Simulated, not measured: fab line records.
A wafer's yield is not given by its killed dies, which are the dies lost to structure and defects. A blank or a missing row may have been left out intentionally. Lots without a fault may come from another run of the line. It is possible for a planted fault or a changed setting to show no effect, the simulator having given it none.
What tool caused it? :: flow sky130 :: 24 lots, 72 wafers sampled, at 5 steps of a route of 708

WHAT EACH GAUGE READ, for each wafer
SKY_SD_P_OVL_MEAS_08.
lot: L074
measured: day 25 15:51
on: overlay-02
SD_P_OVL (nm): -2.2 -2.2 -1.5

lot: L076
measured: day 26 19:28
on: overlay-01
SD_P_OVL (nm): -0.4 0.0 -0.5

lot: L075
measured: day 26 21:19
on: overlay-02
SD_P_OVL (nm): 0.0 -1.3 -1.2

lot: L078
measured: day 27 02:47
on: overlay-02
SD_P_OVL (nm): -1.8 -1.6 0.1

lot: L077
measured: day 27 04:02
on: overlay-02
SD_P_OVL (nm): -0.7 -0.1 2.0

lot: L079
measured: day 27 12:04
on: overlay-02
SD_P_OVL (nm): -2.5 -1.9 -2.6

lot: L080
measured: day 27 12:22
on: overlay-02
SD_P_OVL (nm): -1.2 -3.3 -2.2

lot: L081
measured: day 28 06:27
on: overlay-01
SD_P_OVL (nm): -0.5 0.5 1.7

lot: L083
measured: day 28 19:38
on: overlay-01
SD_P_OVL (nm): -1.3 -1.2 -1.0

lot: L082
measured: day 28 20:53
on: overlay-01
SD_P_OVL (nm): -1.8 -1.3 -1.6

lot: L084
measured: day 29 03:01
on: overlay-02
SD_P_OVL (nm): -1.5 -1.3 -1.5

lot: L085
measured: day 29 22:58
on: overlay-01
SD_P_OVL (nm): -0.5 2.0 1.2

lot: L086
measured: day 30 00:22
on: overlay-01
SD_P_OVL (nm): -0.2 -0.1 0.4

lot: L087
measured: day 30 04:27
on: overlay-02
SD_P_OVL (nm): -1.2 -2.1 -2.8

lot: L088
measured: day 30 20:55
on: overlay-01
SD_P_OVL (nm): 1.8 0.3 0.2

lot: L089
measured: day 31 06:44
on: overlay-01
SD_P_OVL (nm): -1.6 -1.5 -1.0

lot: L090
measured: day 31 10:13
on: overlay-02
SD_P_OVL (nm): 0.4 -0.3 -0.1

lot: L091
measured: day 31 12:10
on: overlay-02
SD_P_OVL (nm): -0.2 0.1 0.9

lot: L092
measured: day 31 22:40
on: overlay-02
SD_P_OVL (nm): -1.3 -3.1 -1.7

lot: L094
measured: day 32 08:20
on: overlay-02
SD_P_OVL (nm): 1.1 0.6 0.6

lot: L093
measured: day 32 09:33
on: overlay-02
SD_P_OVL (nm): -1.8 0.0 -1.5

lot: L096
measured: day 34 09:04
on: overlay-01
SD_P_OVL (nm): -0.3 -2.7 0.1

lot: L097
measured: day 34 10:14
on: overlay-02
SD_P_OVL (nm): 1.0 1.1 0.4

lot: L095
measured: day 34 12:10
on: overlay-02
SD_P_OVL (nm): -2.1 -0.9 -0.9

SKY_VIA1_BOW_MEAS_03.
lot: L074
measured: day 33 00:47
on: filmMetro-02
VIA1_BOW (um): 81 82 86

lot: L076
measured: day 34 02:59
on: filmMetro-03
VIA1_BOW (um): 75 89 78

lot: L075
measured: day 34 03:20
on: filmMetro-04
VIA1_BOW (um): 84 76 83

lot: L078
measured: day 34 09:21
on: filmMetro-02
VIA1_BOW (um): 90 84 84

lot: L077
measured: day 34 10:17
on: filmMetro-03
VIA1_BOW (um): 85 85 88

lot: L079
measured: day 34 16:38
on: filmMetro-03
VIA1_BOW (um): 85 69 77

lot: L080
measured: day 34 16:59
on: filmMetro-02
VIA1_BOW (um): 77 69 81

lot: L081
measured: day 35 10:22
on: filmMetro-04
VIA1_BOW (um): 91 80 95

lot: L083
measured: day 35 23:10
on: filmMetro-02
VIA1_BOW (um): 91 80 93

lot: L082
measured: day 36 01:04
on: filmMetro-04
VIA1_BOW (um): 86 86 93

lot: L084
measured: day 36 05:16
on: filmMetro-04
VIA1_BOW (um): 77 67 81

lot: L085
measured: day 36 23:26
on: filmMetro-04
VIA1_BOW (um): 85 82 87

lot: L086
measured: day 37 01:51
on: filmMetro-03
VIA1_BOW (um): 82 87 90

lot: L087
measured: day 37 05:07
on: filmMetro-02
VIA1_BOW (um): 80 67 75

lot: L088
measured: day 37 18:05
on: filmMetro-03
VIA1_BOW (um): 81 75 85

lot: L089
measured: day 38 05:02
on: filmMetro-04
VIA1_BOW (um): 79 84 76

lot: L090
measured: day 38 07:25
on: filmMetro-03
VIA1_BOW (um): 84 74 81

lot: L091
measured: day 38 09:13
on: filmMetro-02
VIA1_BOW (um): 88 85 84

lot: L092
measured: day 38 19:50
on: filmMetro-03
VIA1_BOW (um): 75 83 85

lot: L094
measured: day 39 04:52
on: filmMetro-04
VIA1_BOW (um): 73 81 69

lot: L093
measured: day 39 06:16
on: filmMetro-02
VIA1_BOW (um): 76 76 91

lot: L096
measured: day 41 01:34
on: filmMetro-02
VIA1_BOW (um): 89 78 71

lot: L097
measured: day 41 03:19
on: filmMetro-03
VIA1_BOW (um): 77 72 86

lot: L095
measured: day 41 06:41
on: filmMetro-04
VIA1_BOW (um): 95 86 80

SKY_METAL2_CD_MEAS_15 targets a cd of 140 nm.
lot: L074
measured: day 35 07:22
on: cdSem-01
cdNm (nm): 140.5 142.2 141.9

lot: L076
measured: day 36 08:52
on: cdSem-02
cdNm (nm): 141.5 140.5 140.0

lot: L075
measured: day 36 09:49
on: cdSem-02
cdNm (nm): 139.4 138.3 139.7

lot: L078
measured: day 36 14:49
on: cdSem-02
cdNm (nm): 139.7 137.6 139.3

lot: L077
measured: day 36 16:04
on: cdSem-02
cdNm (nm): 139.6 139.6 142.1

lot: L079
measured: day 36 22:29
on: cdSem-02
cdNm (nm): 140.2 140.2 139.9

lot: L080
measured: day 36 23:11
on: cdSem-02
cdNm (nm): 138.7 139.5 140.0

lot: L081
measured: day 37 16:01
on: cdSem-01
cdNm (nm): 140.5 141.2 141.8

lot: L083
measured: day 38 05:07
on: cdSem-01
cdNm (nm): 138.9 139.6 140.1

lot: L082
measured: day 38 06:18
on: cdSem-02
cdNm (nm): 138.7 138.0 137.9

lot: L084
measured: day 38 10:31
on: cdSem-01
cdNm (nm): 140.3 140.4 140.6

lot: L085
measured: day 39 04:16
on: cdSem-02
cdNm (nm): 142.6 143.0 141.4

lot: L086
measured: day 39 07:04
on: cdSem-01
cdNm (nm): 142.1 142.3 142.7

lot: L087
measured: day 39 10:29
on: cdSem-02
cdNm (nm): 141.7 142.4 143.0

lot: L088
measured: day 39 22:49
on: cdSem-02
cdNm (nm): 141.1 139.6 141.1

lot: L089
measured: day 40 08:40
on: cdSem-02
cdNm (nm): 142.9 141.8 142.4

lot: L090
measured: day 40 11:32
on: cdSem-02
cdNm (nm): 140.8 141.5 140.9

lot: L091
measured: day 40 13:17
on: cdSem-01
cdNm (nm): 139.5 137.7 137.9

lot: L092
measured: day 40 23:50
on: cdSem-01
cdNm (nm): 140.7 140.5 139.6

lot: L094
measured: day 41 07:38
on: cdSem-02
cdNm (nm): 141.3 138.6 139.4

lot: L093
measured: day 41 09:46
on: cdSem-02
cdNm (nm): 140.8 140.7 140.6

lot: L096
measured: day 43 01:17
on: cdSem-02
cdNm (nm): 140.5 139.4 140.7

lot: L097
measured: day 43 03:14
on: cdSem-01
cdNm (nm): 138.2 136.9 138.4

lot: L095
measured: day 43 05:43
on: cdSem-01
cdNm (nm): 140.5 141.9 141.9

EACH LOT AND THE TOOL THAT RAN IT (in order: tool; ch and the chambers of the sampled wafers; start)
lot: L074
SKY_VIA1_ETCH_15: rieDiel-01 ch 0,1, day 34 03:26
SKY_VIA1_CVD_21: cvdW-01 ch 0,1, day 34 04:10

lot: L076
SKY_VIA1_ETCH_15: rieDiel-04 ch 0,1,2, day 35 05:17
SKY_VIA1_CVD_21: cvdW-01 ch 0,1, day 35 05:59

lot: L075
SKY_VIA1_ETCH_15: rieDiel-01 ch 2,3, day 35 05:50
SKY_VIA1_CVD_21: cvdW-02 ch 1, day 35 06:32

lot: L078
SKY_VIA1_ETCH_15: rieDiel-04 ch 0,1,2, day 35 11:41
SKY_VIA1_CVD_21: cvdW-02 ch 0,1, day 35 12:23

lot: L077
SKY_VIA1_ETCH_15: rieDiel-01 ch 1,2, day 35 12:20
SKY_VIA1_CVD_21: cvdW-01 ch 0,1, day 35 13:02

lot: L079
SKY_VIA1_ETCH_15: rieDiel-04 ch 0,1,3, day 35 18:56
SKY_VIA1_CVD_21: cvdW-02 ch 0,1, day 35 19:40

lot: L080
SKY_VIA1_ETCH_15: rieDiel-01 ch 1,2, day 35 19:32
SKY_VIA1_CVD_21: cvdW-01 ch 0,1, day 35 20:19

lot: L081
SKY_VIA1_ETCH_15: rieDiel-01 ch 1,2,3, day 36 12:35
SKY_VIA1_CVD_21: cvdW-02 ch 0,1, day 36 13:20

lot: L083
SKY_VIA1_ETCH_15: rieDiel-04 ch 0,1, day 37 01:08
SKY_VIA1_CVD_21: cvdW-01 ch 0, day 37 01:52

lot: L082
SKY_VIA1_ETCH_15: rieDiel-01 ch 1,2, day 37 02:41
SKY_VIA1_CVD_21: cvdW-01 ch 0, day 37 03:29

lot: L084
SKY_VIA1_ETCH_15: rieDiel-01 ch 0,1, day 37 07:20
SKY_VIA1_CVD_21: cvdW-01 ch 0,1, day 37 08:02

lot: L085
SKY_VIA1_ETCH_15: rieDiel-01 ch 0,1,3, day 38 01:41
SKY_VIA1_CVD_21: cvdW-02 ch 0,1, day 38 02:23

lot: L086
SKY_VIA1_ETCH_15: rieDiel-03 ch 2,3, day 38 04:41
SKY_VIA1_CVD_21: cvdW-01 ch 0,1, day 38 05:25

lot: L087
SKY_VIA1_ETCH_15: rieDiel-04 ch 0,1, day 38 07:32
SKY_VIA1_CVD_21: cvdW-01 ch 0,1, day 38 08:21

lot: L088
SKY_VIA1_ETCH_15: rieDiel-04 ch 0,3, day 38 20:08
SKY_VIA1_CVD_21: cvdW-02 ch 1, day 38 20:52

lot: L089
SKY_VIA1_ETCH_15: rieDiel-01 ch 1,3, day 39 06:39
SKY_VIA1_CVD_21: cvdW-01 ch 0,1, day 39 07:25

lot: L090
SKY_VIA1_ETCH_15: rieDiel-04 ch 1,2, day 39 08:47
SKY_VIA1_CVD_21: cvdW-02 ch 0,1, day 39 09:34

lot: L091
SKY_VIA1_ETCH_15: rieDiel-01 ch 0,3, day 39 10:50
SKY_VIA1_CVD_21: cvdW-01 ch 0,1, day 39 11:34

lot: L092
SKY_VIA1_ETCH_15: rieDiel-01 ch 1,2,3, day 39 21:23
SKY_VIA1_CVD_21: cvdW-02 ch 0,1, day 39 22:13

lot: L094
SKY_VIA1_ETCH_15: rieDiel-01 ch 1,2, day 40 05:44
SKY_VIA1_CVD_21: cvdW-02 ch 0,1, day 40 06:28

lot: L093
SKY_VIA1_ETCH_15: rieDiel-03 ch 2,3, day 40 07:47
SKY_VIA1_CVD_21: cvdW-02 ch 0,1, day 40 08:34

lot: L096
SKY_VIA1_ETCH_15: rieDiel-03 ch 0,2, day 42 01:44
SKY_VIA1_CVD_21: cvdW-02 ch 0,1, day 42 02:29

lot: L097
SKY_VIA1_ETCH_15: rieDiel-04 ch 0,2,3, day 42 02:41
SKY_VIA1_CVD_21: cvdW-01 ch 0,1, day 42 03:23

lot: L095
SKY_VIA1_ETCH_15: rieDiel-04 ch 0,2,3, day 42 05:41
SKY_VIA1_CVD_21: cvdW-02 ch 0,1, day 42 06:29
- SKY_VIA1_ETCH_15: etches SiO2 in C4F8/O2/Ar, stops on TiN, target depth 351 nm, time 54 s.
- SKY_VIA1_CVD_21: deposits W, target thk 270 nm, time 80.902 s.

WHAT THE TOOLS THEMSELVES READ (means of the sampled wafers that have a number; where no wafer has one, the mark that the record gives instead)
SKY_VIA1_ETCH_15.
lot: L074
tool: rieDiel-01
biasW (W): 1199
oesProductAu (a.u.): 0.983

lot: L076
tool: rieDiel-04
biasW (W): 1200
oesProductAu (a.u.): 0.976

lot: L075
tool: rieDiel-01
biasW (W): 1201
oesProductAu (a.u.): 0.984

lot: L078
tool: rieDiel-04
biasW (W): 1199
oesProductAu (a.u.): 0.978

lot: L077
tool: rieDiel-01
biasW (W): 1200
oesProductAu (a.u.): 0.984

lot: L079
tool: rieDiel-04
biasW (W): 1200
oesProductAu (a.u.): 0.977

lot: L080
tool: rieDiel-01
biasW (W): 1200
oesProductAu (a.u.): 0.981

lot: L081
tool: rieDiel-01
biasW (W): 1201
oesProductAu (a.u.): 0.984

lot: L083
tool: rieDiel-04
biasW (W): 1199
oesProductAu (a.u.): 0.978

lot: L082
tool: rieDiel-01
biasW (W): 1200
oesProductAu (a.u.): 0.985

lot: L084
tool: rieDiel-01
biasW (W): 1198
oesProductAu (a.u.): 0.985

lot: L085
tool: rieDiel-01
biasW (W): 1204
oesProductAu (a.u.): 0.990

lot: L086
tool: rieDiel-03
biasW (W): 1201
oesProductAu (a.u.): 0.982

lot: L087
tool: rieDiel-04
biasW (W): 1204
oesProductAu (a.u.): 0.978

lot: L088
tool: rieDiel-04
biasW (W): 1202
oesProductAu (a.u.): 0.976

lot: L089
tool: rieDiel-01
biasW (W): 1200
oesProductAu (a.u.): 0.982

lot: L090
tool: rieDiel-04
biasW (W): 1197
oesProductAu (a.u.): 0.977

lot: L091
tool: rieDiel-01
biasW (W): 1200
oesProductAu (a.u.): 0.981

lot: L092
tool: rieDiel-01
biasW (W): 1203
oesProductAu (a.u.): 0.982

lot: L094
tool: rieDiel-01
biasW (W): 1198
oesProductAu (a.u.): 0.982

lot: L093
tool: rieDiel-03
biasW (W): 1198
oesProductAu (a.u.): 0.983

lot: L096
tool: rieDiel-03
biasW (W): 1200
oesProductAu (a.u.): 0.988

lot: L097
tool: rieDiel-04
biasW (W): 1201
oesProductAu (a.u.): 0.980

lot: L095
tool: rieDiel-04
biasW (W): 1201
oesProductAu (a.u.): 0.981

SKY_VIA1_CVD_21.
lot: L074
tool: cvdW-01
heaterPowerW (W): 951

lot: L076
tool: cvdW-01
heaterPowerW (W): 883

lot: L075
tool: cvdW-02
heaterPowerW (W): 1063

lot: L078
tool: cvdW-02
heaterPowerW (W): 1008

lot: L077
tool: cvdW-01
heaterPowerW (W): 889

lot: L079
tool: cvdW-02
heaterPowerW (W): 1012

lot: L080
tool: cvdW-01
heaterPowerW (W): 946

lot: L081
tool: cvdW-02
heaterPowerW (W): 995

lot: L083
tool: cvdW-01
heaterPowerW (W): 1021

lot: L082
tool: cvdW-01
heaterPowerW (W): 1028

lot: L084
tool: cvdW-01
heaterPowerW (W): 960

lot: L085
tool: cvdW-02
heaterPowerW (W): 946

lot: L086
tool: cvdW-01
heaterPowerW (W): 982

lot: L087
tool: cvdW-01
heaterPowerW (W): 957

lot: L088
tool: cvdW-02
heaterPowerW (W): 1084

lot: L089
tool: cvdW-01
heaterPowerW (W): 874

lot: L090
tool: cvdW-02
heaterPowerW (W): 948

lot: L091
tool: cvdW-01
heaterPowerW (W): 878

lot: L092
tool: cvdW-02
heaterPowerW (W): 1014

lot: L094
tool: cvdW-02
heaterPowerW (W): 971

lot: L093
tool: cvdW-02
heaterPowerW (W): 1008

lot: L096
tool: cvdW-02
heaterPowerW (W): 1025

lot: L097
tool: cvdW-01
heaterPowerW (W): 881

lot: L095
tool: cvdW-02
heaterPowerW (W): 1007

THE ANSWER, worked out from the rows above alone
Rule: usual is defined by the lots themselves. Put in order of their means at a reading, lots are off if they are a third of the lots or fewer, leave a main group of 4 or more, and stand apart from it by a gap of 3 or more times the standard deviation of the main group's means; of several such gaps the widest counts. A main group whose means are all the same, to the digits that the tables above print for the reading, isn't used. Also off: a lot with no number at a reading for which 4 or more lots have one. All remaining lots with rows at the step are treated as sound. After the gauges, taken in route order, come the tools' own readings; for these a lot's mean is taken, as printed above. At the first step where some lot is off, the reading lying furthest off is the one used; lots without a number count as furthest.
No lot is off at any reading shown: from this, nothing can be told.

WHAT THE SIMULATOR PUT IN
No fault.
